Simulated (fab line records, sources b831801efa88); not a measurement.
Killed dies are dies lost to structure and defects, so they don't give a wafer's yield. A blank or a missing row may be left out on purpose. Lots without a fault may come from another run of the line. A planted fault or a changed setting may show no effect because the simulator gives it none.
Which tool did it? | flow sky130 | 12 lots, 36 wafers sampled, at 2 steps of a route of 708

WHAT THE GAUGES READ, wafer by wafer
SKY_METAL3_CD_MEAS_13: target cd 300 nm.
lot  | measured     | on        | cd_nm (nm)
L075 | day 38 12:22 | cd_sem-01 | 298.8 299.3 300.6
L077 | day 39 01:41 | cd_sem-02 | 301.9 302.7 301.6
L079 | day 39 19:41 | cd_sem-02 | 298.9 298.2 297.8
L081 | day 40 12:50 | cd_sem-02 | 300.4 298.9 300.2
L083 | day 41 19:18 | cd_sem-02 | 301.2 298.6 299.9
L085 | day 41 23:01 | cd_sem-02 | 298.1 298.3 298.8
L087 | day 43 03:01 | cd_sem-01 | 300.8 299.7 299.3
L089 | day 43 16:14 | cd_sem-02 | 301.5 300.3 300.8
L091 | day 43 20:23 | cd_sem-01 | 298.1 298.2 297.5
L093 | day 44 01:28 | cd_sem-01 | 301.5 302.1 301.9
L095 | day 45 01:41 | cd_sem-02 | 298.9 300.9 300.4
L097 | day 45 12:32 | cd_sem-01 | 297.9 298.9 298.6

WHICH TOOL RAN EACH LOT (tool, then ch and the chambers of the sampled wafers, then the start)
lot  | SKY_CAPM_SPUTTER_02
L075 | pvd_sputter-02, day 36 08:17
L077 | pvd_sputter-02, day 36 22:30
L079 | pvd_sputter-01, day 37 16:24
L081 | pvd_sputter-03, day 38 09:35
L083 | pvd_sputter-03, day 39 17:37
L085 | pvd_sputter-03, day 39 20:47
L087 | pvd_sputter-02, day 41 03:32
L089 | pvd_sputter-03, day 41 18:01
L091 | pvd_sputter-03, day 41 21:59
L093 | pvd_sputter-02, day 42 03:01
L095 | pvd_sputter-03, day 43 05:06
L097 | pvd_sputter-03, day 43 17:40
- SKY_CAPM_SPUTTER_02: material TiN, target thk 200 nm, time 166.7 s.

THE ANSWER, worked out from the rows above alone
Rule: what is usual is taken from the lots themselves. Put in order of their means at a reading, lots are off if they are a third of the lots or fewer, leave a main group of 4 or more, and stand apart from it by a gap of 3 or more times the standard deviation of the main group's means; of several such gaps the widest counts. A main group whose means are all the same, to the digits that the tables above print for the reading, isn't used. A lot without any number at a reading at which 4 lots or more have one is off too. The other lots that the step has rows for count as sound.
No lot is off at any reading shown: from this, nothing can be told.

WHAT THE SIMULATOR HAD PUT IN
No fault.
